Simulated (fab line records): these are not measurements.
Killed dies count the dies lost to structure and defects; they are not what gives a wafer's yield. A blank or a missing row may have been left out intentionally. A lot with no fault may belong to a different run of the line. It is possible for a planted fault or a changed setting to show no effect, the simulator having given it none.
Which tool did it? :: flow sfq_line :: 14 lots, 42 wafers sampled, at 2 steps of a route of 325

WHAT THE GAUGES READ, wafer by wafer
SFQ_M3_RS_MEAS_919: measurement is done with a four-point probe. Usual: M3_NB_RS gives 0.890 ohm/sq (standard deviation 0.0097).
lot: L356
measured: day 42 16:16
on: film_metro-01
M3_NB_RS (ohm/sq): 0.888 0.904 0.902
flag: 

lot: L357
measured: day 42 22:53
on: film_metro-01
M3_NB_RS (ohm/sq): 0.875 0.882 0.883
flag: 

lot: L359
measured: day 43 10:55
on: film_metro-01
M3_NB_RS (ohm/sq): 0.880 0.886 0.885
flag: 

lot: L361
measured: day 44 17:36
on: film_metro-04
M3_NB_RS (ohm/sq): 0.897 0.900 0.905
flag: 

lot: L363
measured: day 45 17:46
on: film_metro-03
M3_NB_RS (ohm/sq): 0.891 0.893 0.887
flag: 

lot: L370
measured: day 46 11:41
on: film_metro-04
M3_NB_RS (ohm/sq): 0.878 0.891 0.890
flag: 

lot: L371
measured: day 46 14:07
on: film_metro-01
M3_NB_RS (ohm/sq): 0.897 0.902 0.896
flag: 

lot: L372
measured: day 46 15:19
on: film_metro-04
M3_NB_RS (ohm/sq): 0.872 0.876 0.874
flag: 

lot: L373
measured: day 46 17:41
on: film_metro-01
M3_NB_RS (ohm/sq): 0.890 0.904 0.900
flag: 

lot: L374
measured: day 46 22:43
on: film_metro-03
M3_NB_RS (ohm/sq): 0.906 0.903 0.901
flag: 

lot: L375
measured: day 47 01:06
on: film_metro-04
M3_NB_RS (ohm/sq): 0.890 0.876 0.881
flag: 

lot: L376
measured: day 47 02:18
on: film_metro-01
M3_NB_RS (ohm/sq): 0.883 0.886 0.887
flag: 

lot: L377
measured: day 47 03:31
on: film_metro-03
M3_NB_RS (ohm/sq): 0.882 0.886 0.879
flag: 

lot: L378
measured: day 47 04:42
on: film_metro-04
M3_NB_RS (ohm/sq): 0.885 0.893 0.895
flag: 

WHAT TOOL EACH LOT RAN ON (gives the tool, then ch and the chambers of the sampled wafers, and finally the start)
lot: L356
SFQ_TRILAYER_I1_VIA_STRIP_STRIP_053: rie_metal-01 ch 0,1, day 29 23:35

lot: L357
SFQ_TRILAYER_I1_VIA_STRIP_STRIP_053: rie_metal-04 ch 0,1, day 30 01:59

lot: L359
SFQ_TRILAYER_I1_VIA_STRIP_STRIP_053: rie_metal-04 ch 0,1, day 30 16:35

lot: L361
SFQ_TRILAYER_I1_VIA_STRIP_STRIP_053: rie_metal-03 ch 0,1, day 31 18:54

lot: L363
SFQ_TRILAYER_I1_VIA_STRIP_STRIP_053: rie_metal-03 ch 0,1, day 32 23:56

lot: L370
SFQ_TRILAYER_I1_VIA_STRIP_STRIP_053: rie_metal-04 ch 1, day 33 21:47

lot: L371
SFQ_TRILAYER_I1_VIA_STRIP_STRIP_053: rie_metal-03 ch 0,1, day 34 00:23

lot: L372
SFQ_TRILAYER_I1_VIA_STRIP_STRIP_053: rie_metal-04 ch 0,1, day 34 01:35

lot: L373
SFQ_TRILAYER_I1_VIA_STRIP_STRIP_053: rie_metal-03 ch 0,1, day 34 02:35

lot: L374
SFQ_TRILAYER_I1_VIA_STRIP_STRIP_053: rie_metal-04 ch 0,1, day 34 03:47

lot: L375
SFQ_TRILAYER_I1_VIA_STRIP_STRIP_053: rie_metal-01 ch 0,1, day 34 05:05

lot: L376
SFQ_TRILAYER_I1_VIA_STRIP_STRIP_053: rie_metal-03 ch 0,1, day 34 07:23

lot: L377
SFQ_TRILAYER_I1_VIA_STRIP_STRIP_053: rie_metal-04 ch 0,1, day 34 08:35

lot: L378
SFQ_TRILAYER_I1_VIA_STRIP_STRIP_053: rie_metal-01 ch 0,1, day 34 10:59
- SFQ_TRILAYER_I1_VIA_STRIP_STRIP_053: strips in O2.

WHAT THE TOOLS THEMSELVES READ (means of the sampled wafers that have a number; where no wafer has one, the mark that the record gives instead)
SFQ_TRILAYER_I1_VIA_STRIP_STRIP_053. Usual: drypump_motor_current_A 6.0 A, standard deviation 0.48; oes_product_au 1.001 a.u., standard deviation 0.0094.
lot: L356
tool: rie_metal-01
drypump_motor_current_A (A): 6.0
oes_product_au (a.u.): 0.995
flag: 

lot: L357
tool: rie_metal-04
drypump_motor_current_A (A): 5.6
oes_product_au (a.u.): 1.004
flag: 

lot: L359
tool: rie_metal-04
drypump_motor_current_A (A): 5.6
oes_product_au (a.u.): 0.997
flag: 

lot: L361
tool: rie_metal-03
drypump_motor_current_A (A): 6.3
oes_product_au (a.u.): 0.999
flag: 

lot: L363
tool: rie_metal-03
drypump_motor_current_A (A): 6.3
oes_product_au (a.u.): 0.993
flag: 

lot: L370
tool: rie_metal-04
drypump_motor_current_A (A): 5.2
oes_product_au (a.u.): 1.015
flag: 

lot: L371
tool: rie_metal-03
drypump_motor_current_A (A): 6.0
oes_product_au (a.u.): 0.996
flag: 

lot: L372
tool: rie_metal-04
drypump_motor_current_A (A): 6.0
oes_product_au (a.u.): 0.997
flag: 

lot: L373
tool: rie_metal-03
drypump_motor_current_A (A): 6.0
oes_product_au (a.u.): 0.995
flag: 

lot: L374
tool: rie_metal-04
drypump_motor_current_A (A): 5.6
oes_product_au (a.u.): 1.001
flag: 

lot: L375
tool: rie_metal-01
drypump_motor_current_A (A): 6.0
oes_product_au (a.u.): 1.004
flag: 

lot: L376
tool: rie_metal-03
drypump_motor_current_A (A): 6.3
oes_product_au (a.u.): 1.007
flag: 

lot: L377
tool: rie_metal-04
drypump_motor_current_A (A): 6.0
oes_product_au (a.u.): 1.007
flag: 

lot: L378
tool: rie_metal-01
drypump_motor_current_A (A): 6.0
oes_product_au (a.u.): 1.010
flag: 

THE ANSWER, worked out from the rows above alone
Rule: take the mean of a lot's wafers that have a number; if it is more than 3 standard deviations from the usual mean, the lot is off. Also off: a lot with no number at a reading for which 4 or more lots have one. Any other lot the step has rows for is counted as sound. After the gauges, taken in route order, come the tools' own readings; for these a lot's mean is taken, as printed above. At the first step where some lot is off, the reading lying furthest off is the one used; lots without a number count as furthest.
No lot is off on any of the readings shown, so nothing can be concluded from this.

WHAT THE SIMULATOR PUT IN
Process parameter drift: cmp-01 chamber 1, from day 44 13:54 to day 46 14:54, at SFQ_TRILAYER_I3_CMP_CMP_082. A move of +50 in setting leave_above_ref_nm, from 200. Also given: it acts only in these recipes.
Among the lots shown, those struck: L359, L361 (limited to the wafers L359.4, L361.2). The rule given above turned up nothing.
